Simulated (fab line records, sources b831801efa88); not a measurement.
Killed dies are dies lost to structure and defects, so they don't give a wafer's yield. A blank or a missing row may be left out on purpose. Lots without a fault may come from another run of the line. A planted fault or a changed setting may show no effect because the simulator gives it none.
Which tool did it? | flow gf180mcu | 14 lots, 42 wafers sampled, at 3 steps of a route of 602

WHAT THE GAUGES READ, wafer by wafer
GF_V1_THK_MEAS_03. Usual: V1_CVD_02_THK 848 nm, standard deviation 12.
lot  | measured     | on            | V1_CVD_02_THK (nm) | flag
L870 | day 17 08:52 | film_metro-02 | 851 841 860        |
L871 | day 17 19:58 | film_metro-01 | 839 844 859        |
L872 | day 18 05:24 | film_metro-02 | 846 852 853        |
L875 | day 19 12:43 | film_metro-01 | 833 850 854        |
L874 | day 19 13:45 | film_metro-03 | 838 854 843        |
L876 | day 19 22:49 | film_metro-02 | 840 855 853        |
L877 | day 20 06:01 | film_metro-01 | 846 853 870        |
L879 | day 21 06:02 | film_metro-03 | 833 838 842        |
L880 | day 21 15:34 | film_metro-01 | 856 858 877        |
L882 | day 22 11:27 | film_metro-01 | 828 851 854        |
L884 | day 23 02:02 | film_metro-03 | 830 835 844        |
L885 | day 23 14:12 | film_metro-01 | 841 854 863        |
L890 | day 24 19:49 | film_metro-01 | 840 856 863        |
L891 | day 25 05:11 | film_metro-03 | 859 870 861        |

WHICH TOOL RAN EACH LOT (tool, then ch and the chambers of the sampled wafers, then the start)
lot  | GF_SAB_WET_ETCH_12              | GF_M1_SPUTTER_01
L870 | wet_bench-02 ch 0, day 15 07:15 | pvd_sputter-01, day 16 09:01
L871 | wet_bench-01 ch 2, day 15 19:18 | pvd_sputter-02, day 16 19:50
L872 | wet_bench-02 ch 1, day 16 02:23 | pvd_sputter-03, day 17 05:12
L875 | wet_bench-02 ch 3, day 17 08:42 | pvd_sputter-01, day 18 11:07
L874 | wet_bench-02 ch 0, day 17 09:53 | pvd_sputter-03, day 18 12:17
L876 | wet_bench-04 ch 2, day 17 18:08 | pvd_sputter-03, day 18 21:06
L877 | wet_bench-02 ch 1, day 18 01:53 | pvd_sputter-03, day 19 05:26
L879 | wet_bench-04 ch 2, day 19 02:01 | pvd_sputter-03, day 20 05:16
L880 | wet_bench-04 ch 2, day 19 09:39 | pvd_sputter-02, day 20 12:59
L882 | wet_bench-01 ch 2, day 20 07:19 | pvd_sputter-01, day 21 10:07
L884 | wet_bench-04 ch 2, day 20 22:20 | pvd_sputter-03, day 22 00:37
L885 | wet_bench-04 ch 3, day 21 09:59 | pvd_sputter-01, day 22 12:42
L890 | wet_bench-01 ch 3, day 22 18:49 | pvd_sputter-01, day 23 20:22
L891 | wet_bench-02 ch 3, day 23 04:08 | pvd_sputter-01, day 24 06:01
- GF_SAB_WET_ETCH_12: etches SiO2 in dHF, target depth 22 nm, time 440 s.
- GF_M1_SPUTTER_01: material TiN, target thk 30 nm, time 25 s.

WHAT THE TOOLS THEMSELVES READ (means of the sampled wafers that have a number; where no wafer has one, the mark that the record gives instead)
GF_SAB_WET_ETCH_12. Usual: bath_heat_duty_pct 6.2 %, standard deviation 0.62; temp_c 25.01 C, standard deviation 0.11.
lot  | tool         | bath_heat_duty_pct (%) | temp_c (C) | flag
L870 | wet_bench-02 | 6.3                    | 25.07      |
L871 | wet_bench-01 | 6.4                    | 25.04      |
L872 | wet_bench-02 | 6.6                    | 24.99      |
L875 | wet_bench-02 | 5.6                    | 25.03      |
L874 | wet_bench-02 | 6.1                    | 24.83      |
L876 | wet_bench-04 | 6.0                    | 25.05      |
L877 | wet_bench-02 | 7.3                    | 25.07      |
L879 | wet_bench-04 | 6.4                    | 25.07      |
L880 | wet_bench-04 | 6.3                    | 25.04      |
L882 | wet_bench-01 | 6.6                    | 24.92      |
L884 | wet_bench-04 | 11.8                   | 29.53      | OFF
L885 | wet_bench-04 | 11.7                   | 29.15      | OFF
L890 | wet_bench-01 | 6.1                    | 24.97      |
L891 | wet_bench-02 | 5.3                    | 24.91      |

GF_M1_SPUTTER_01. Usual: cathode_dc_power_W 6500.1 W, standard deviation 1.2; throttle_valve_pct 30.4 %, standard deviation 1.1.
lot  | tool           | cathode_dc_power_W (W) | throttle_valve_pct (%) | flag
L870 | pvd_sputter-01 | 6499.5                 | 30.7                   |
L871 | pvd_sputter-02 | 6499.3                 | 30.0                   |
L872 | pvd_sputter-03 | 6498.4                 | 30.4                   |
L875 | pvd_sputter-01 | 6499.5                 | 31.3                   |
L874 | pvd_sputter-03 | 6501.0                 | 30.6                   |
L876 | pvd_sputter-03 | 6500.1                 | 30.6                   |
L877 | pvd_sputter-03 | 6500.0                 | 30.4                   |
L879 | pvd_sputter-03 | 6498.9                 | 29.1                   |
L880 | pvd_sputter-02 | 6501.9                 | 30.0                   |
L882 | pvd_sputter-01 | 6500.2                 | 31.4                   |
L884 | pvd_sputter-03 | 6500.0                 | 29.3                   |
L885 | pvd_sputter-01 | 6501.0                 | 30.5                   |
L890 | pvd_sputter-01 | 6499.8                 | 31.4                   |
L891 | pvd_sputter-01 | 6499.1                 | 31.2                   |

THE ANSWER, worked out from the rows above alone
Rule: a lot is off if the mean of its wafers that have a number lies more than 3 standard deviations from the usual mean. A lot without any number at a reading at which 4 lots or more have one is off too. The other lots that the step has rows for count as sound. The gauges are gone through in route order, then the tools' own readings, and for those a lot's mean is taken as printed above. The first step at which some lot is off is used, and at that step the reading that is off furthest; a lot without a number counts as furthest.
Off: L884, L885, at GF_SAB_WET_ETCH_12 (temp_c).
A tool fits if, at that step or a process step before it, it ran every lot that is off, and no sound lot after the first of them. One fits: wet_bench-04 at GF_SAB_WET_ETCH_12. Its last sound lot is L880 (day 19 09:39), its first lot that is off L884 (day 20 22:20): a fault that began between those two fits.
The tool's own readings at GF_SAB_WET_ETCH_12 bear it out: on the lots that are off they differ by more than 5 times the standard deviation of the sound lots' means. bath_heat_duty_pct reads 11.8 % there against 6.2 % on the sound lots; temp_c reads 29.34 C there against 25.00 C on the sound lots.

WHAT THE SIMULATOR HAD PUT IN
Process parameter drift: wet_bench-04, from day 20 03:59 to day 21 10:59, at GF_SAB_WET_ETCH_12. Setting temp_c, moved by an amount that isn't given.
Lots struck among those shown: L884, L885. The rule above found the same.
